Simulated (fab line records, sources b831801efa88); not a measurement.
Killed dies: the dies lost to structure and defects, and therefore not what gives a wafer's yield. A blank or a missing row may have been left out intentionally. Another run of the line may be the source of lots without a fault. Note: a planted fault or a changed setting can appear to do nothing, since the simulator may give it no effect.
Which tool was responsible?    flow sky130    24 lots, 72 wafers sampled, at 5 steps of a route of 708

== WHAT THE GAUGES READ, wafer by wafer ==
SKY_GATE_OXIDE_OVL_MEAS_10.
lot   measured      on          GATE_OXIDE_OVL (nm)
L074  day 13 16:39  overlay-02  3.1 2.2 2.7
L075  day 13 22:33  overlay-02  -2.0 -3.4 -2.0
L076  day 14 04:46  overlay-02  -1.3 -1.6 0.9
L077  day 14 12:12  overlay-01  -0.9 -1.7 -1.3
L078  day 15 02:00  overlay-01  -1.2 -4.9 -2.9
L079  day 15 11:17  overlay-02  0.3 -0.7 -0.6
L080  day 15 22:40  overlay-02  0.9 0.8 1.6
L081  day 15 22:58  overlay-02  2.2 1.8 -0.1
L082  day 16 15:31  overlay-02  2.8 -0.7 0.9
L083  day 17 12:36  overlay-01  -0.4 1.7 -0.9
L084  day 18 11:58  overlay-01  1.3 1.0 1.6
L085  day 18 12:11  overlay-01  -1.2 -1.0 -0.7
L086  day 18 15:34  overlay-01  2.9 3.2 1.8
L087  day 18 15:44  overlay-02  -2.2 -1.5 -1.8
L088  day 19 01:59  overlay-01  0.7 0.4 0.9
L089  day 19 06:08  overlay-01  1.4 1.2 1.9
L090  day 19 10:39  overlay-01  2.3 1.0 1.9
L092  day 20 04:47  overlay-01  -0.1 2.4 0.7
L091  day 20 05:01  overlay-02  -1.6 -1.9 -0.9
L093  day 20 12:41  overlay-01  0.8 0.3 -0.8
L094  day 20 20:31  overlay-02  -2.3 -1.4 -0.1
L095  day 21 01:00  overlay-01  -0.7 0.0 -1.1
L096  day 21 05:19  overlay-01  1.2 1.0 0.3
L097  day 21 22:03  overlay-01  -0.2 0.7 0.2

SKY_VIA4_THK_MEAS_01.
lot   measured      on            VIA4_HDPCVD_THK (nm)
L074  day 41 13:38  filmMetro-02  1705 1751 1725
L075  day 41 19:17  filmMetro-02  1774 1757 1769
L076  day 42 03:18  filmMetro-02  1743 1732 1769
L077  day 42 08:28  filmMetro-01  1716 1725 1777
L078  day 42 20:51  filmMetro-01  1741 1739 1767
L079  day 43 03:58  filmMetro-02  1798 1795 1785
L080  day 43 21:11  filmMetro-03  1810 1778 1792
L081  day 43 13:37  filmMetro-03  1795 1788 1773
L082  day 44 01:39  filmMetro-03  1718 1748 1742
L083  day 44 19:05  filmMetro-02  1740 1752 1776
L084  day 45 10:31  filmMetro-03  1748 1768 1783
L085  day 45 12:37  filmMetro-01  1775 1802 1784
L086  day 45 14:31  filmMetro-03  1769 1761 1752
L087  day 45 15:38  filmMetro-01  1753 1744 1755
L088  day 45 20:16  filmMetro-02  1744 1764 1757
L089  day 45 23:10  filmMetro-02  1796 1755 1772
L090  day 46 00:31  filmMetro-02  1723 1756 1751
L092  day 46 14:55  filmMetro-01  1766 1758 1761
L091  day 46 15:08  filmMetro-03  1774 1820 1828
L093  day 46 18:30  filmMetro-01  1780 1770 1827
L094  day 46 22:33  filmMetro-01  1715 1724 1731
L095  day 47 04:48  filmMetro-01  1773 1785 1802
L096  day 47 08:16  filmMetro-02  1725 1738 1775
L097  day 47 15:08  filmMetro-03  1781 1780 1793

== WHICH TOOL RAN EACH LOT (tool, then ch and the chambers of the sampled wafers, then the start) ==
lot   SKY_LOCAL_INTERCONNECT_ETCH_13    SKY_METAL3_DESCUM_15              SKY_METAL4_SPUTTER_02
L074  rieMetal-03 ch 0,1, day 30 02:29  rieMetal-03 ch 0,1, day 38 07:49  pvdSputter-01, day 39 11:23
L075  rieMetal-02 ch 0,1, day 30 08:37  rieMetal-01 ch 0,1, day 38 12:10  pvdSputter-01, day 39 16:17
L076  rieMetal-01 ch 0,1, day 30 19:32  rieMetal-03 ch 0,1, day 38 22:01  pvdSputter-01, day 40 01:44
L077  rieMetal-01 ch 0,1, day 31 04:32  rieMetal-01 ch 0,1, day 39 03:34  pvdSputter-01, day 40 07:55
L078  rieMetal-01 ch 1, day 31 15:58    rieMetal-02 ch 0,1, day 39 16:07  pvdSputter-01, day 40 19:34
L079  rieMetal-01 ch 0,1, day 31 23:05  rieMetal-01 ch 0,1, day 39 22:41  pvdSputter-04, day 41 02:10
L080  rieMetal-03 ch 0,1, day 32 19:16  rieMetal-02 ch 0,1, day 40 16:52  pvdSputter-03, day 41 20:38
L081  rieMetal-02 ch 1, day 32 10:40    rieMetal-01 ch 0,1, day 40 09:55  pvdSputter-01, day 41 12:59
L082  rieMetal-03 ch 0,1, day 32 23:25  rieMetal-02 ch 0,1, day 40 22:01  pvdSputter-03, day 42 01:40
L083  rieMetal-03 ch 0,1, day 33 20:10  rieMetal-03 ch 0,1, day 41 16:31  pvdSputter-01, day 42 19:12
L084  rieMetal-02 ch 0, day 34 14:52    rieMetal-03 ch 0,1, day 42 10:22  pvdSputter-04, day 43 12:09
L085  rieMetal-03 ch 0,1, day 34 16:43  rieMetal-01 ch 1, day 42 12:01    pvdSputter-03, day 43 14:02
L086  rieMetal-02 ch 0, day 34 20:41    rieMetal-03 ch 0, day 42 14:21    pvdSputter-03, day 43 16:20
L087  rieMetal-01 ch 0,1, day 34 21:02  rieMetal-02 ch 0,1, day 42 15:16  pvdSputter-03, day 43 17:39
L088  rieMetal-02 ch 0,1, day 35 04:25  rieMetal-02 ch 0,1, day 42 21:49  pvdSputter-04, day 43 23:27
L089  rieMetal-02 ch 0,1, day 35 08:43  rieMetal-01 ch 0,1, day 43 00:27  pvdSputter-01, day 44 02:24
L090  rieMetal-01 ch 0,1, day 35 10:14  rieMetal-02 ch 0,1, day 43 02:38  pvdSputter-01, day 44 03:44
L092  rieMetal-03 ch 0,1, day 36 02:46  rieMetal-03 ch 0,1, day 43 17:01  pvdSputter-03, day 44 18:02
L091  rieMetal-02 ch 0,1, day 36 03:40  rieMetal-02 ch 0,1, day 43 17:28  pvdSputter-01, day 44 18:52
L093  rieMetal-01 ch 0,1, day 36 08:23  rieMetal-02 ch 0,1, day 43 22:05  pvdSputter-01, day 44 23:15
L094  rieMetal-01 ch 1, day 36 15:25    rieMetal-01 ch 0,1, day 44 04:40  pvdSputter-04, day 45 04:47
L095  rieMetal-03 ch 0, day 36 19:49    rieMetal-01 ch 0,1, day 44 08:36  pvdSputter-04, day 45 09:35
L096  rieMetal-02 ch 0,1, day 37 00:04  rieMetal-02 ch 0,1, day 44 12:19  pvdSputter-01, day 45 13:34
L097  rieMetal-02 ch 0,1, day 37 13:01  rieMetal-01 ch 0,1, day 44 22:06  pvdSputter-04, day 45 21:44
- SKY_LOCAL_INTERCONNECT_ETCH_13: etches BARC in N2/H2, stops on SiO2, time 45.9 s, target depth 60 nm.
- SKY_METAL3_DESCUM_15: chemistry O2, time 8 s.
- SKY_METAL4_SPUTTER_02: material AlCu, target thk 735 nm, time 39.1 s.

== WHAT THE TOOLS THEMSELVES READ (means of the sampled wafers that have a number; where no wafer has one, the mark that the record gives instead) ==
SKY_LOCAL_INTERCONNECT_ETCH_13.
lot   tool         drypumpMotorCurrentA (A)  oesProductAu (a.u.)  throttleValvePct (%)
L074  rieMetal-03  5.74                      0.859                13.217
L075  rieMetal-02  6.18                      0.859                13.222
L076  rieMetal-01  5.83                      0.858                13.227
L077  rieMetal-01  5.85                      0.859                13.226
L078  rieMetal-01  6.26                      0.859                13.223
L079  rieMetal-01  5.81                      0.857                13.225
L080  rieMetal-03  5.95                      0.861                13.221
L081  rieMetal-02  6.03                      0.855                13.220
L082  rieMetal-03  5.94                      0.852                13.230
L083  rieMetal-03  5.95                      0.860                13.220
L084  rieMetal-02  6.19                      0.859                13.226
L085  rieMetal-03  5.94                      0.855                13.218
L086  rieMetal-02  6.20                      0.854                13.238
L087  rieMetal-01  5.82                      0.854                13.233
L088  rieMetal-02  6.14                      0.857                13.227
L089  rieMetal-02  6.14                      0.855                13.229
L090  rieMetal-01  5.82                      0.850                13.221
L092  rieMetal-03  5.94                      0.851                13.228
L091  rieMetal-02  6.13                      0.852                13.229
L093  rieMetal-01  5.83                      0.849                13.222
L094  rieMetal-01  6.24                      0.851                13.223
L095  rieMetal-03  5.56                      0.854                13.226
L096  rieMetal-02  6.16                      0.857                13.222
L097  rieMetal-02  6.15                      0.849                13.225

SKY_METAL3_DESCUM_15.
lot   tool         drypumpMotorCurrentA (A)  oesProductAu (a.u.)
L074  rieMetal-03  5.92                      1.012
L075  rieMetal-01  6.02                      0.984
L076  rieMetal-03  5.92                      1.009
L077  rieMetal-01  5.81                      0.978
L078  rieMetal-02  6.14                      1.019
L079  rieMetal-01  5.82                      0.972
L080  rieMetal-02  6.13                      1.026
L081  rieMetal-01  6.02                      0.982
L082  rieMetal-02  6.14                      1.019
L083  rieMetal-03  5.93                      1.013
L084  rieMetal-03  5.93                      1.017
L085  rieMetal-01  6.25                      0.986
L086  rieMetal-03  5.56                      1.035
L087  rieMetal-02  6.08                      1.022
L088  rieMetal-02  6.08                      1.023
L089  rieMetal-01  6.03                      0.980
L090  rieMetal-02  6.09                      1.026
L092  rieMetal-03  5.76                      1.020
L091  rieMetal-02  6.13                      1.025
L093  rieMetal-02  6.08                      1.022
L094  rieMetal-01  5.82                      0.976
L095  rieMetal-01  6.06                      0.976
L096  rieMetal-02  6.16                      1.022
L097  rieMetal-01  5.80                      0.976

SKY_METAL4_SPUTTER_02.
lot   tool           throttleValvePct (%)
L074  pvdSputter-01  30.5
L075  pvdSputter-01  30.8
L076  pvdSputter-01  30.1
L077  pvdSputter-01  30.0
L078  pvdSputter-01  30.2
L079  pvdSputter-04  31.0
L080  pvdSputter-03  30.1
L081  pvdSputter-01  30.4
L082  pvdSputter-03  30.6
L083  pvdSputter-01  30.2
L084  pvdSputter-04  31.3
L085  pvdSputter-03  30.1
L086  pvdSputter-03  30.1
L087  pvdSputter-03  30.2
L088  pvdSputter-04  31.3
L089  pvdSputter-01  30.1
L090  pvdSputter-01  30.6
L092  pvdSputter-03  29.9
L091  pvdSputter-01  30.7
L093  pvdSputter-01  30.8
L094  pvdSputter-04  31.7
L095  pvdSputter-04  31.3
L096  pvdSputter-01  30.6
L097  pvdSputter-04  31.3

== THE ANSWER, worked out from the rows above alone ==
Rule: the usual values come from the lots themselves. Put in order of their means at a reading, lots are off if they are a third of the lots or fewer, leave a main group of 4 or more, and stand apart from it by a gap of 3 or more times the standard deviation of the main group's means; of several such gaps the widest counts. A main group is skipped when, at the precision printed for the reading in the tables above, its means are all equal. A lot without any number at a reading at which 4 lots or more have one is off too. The other lots that the step has rows for count as sound. The gauges are gone through in route order, then the tools' own readings, and for those a lot's mean is taken as printed above. The first step at which some lot is off is used, and at that step the reading that is off furthest; a lot without a number counts as furthest.
Across all readings shown, no lot is off: no conclusion can be drawn from this.

== WHAT HAD BEEN PUT IN BY THE SIMULATOR ==
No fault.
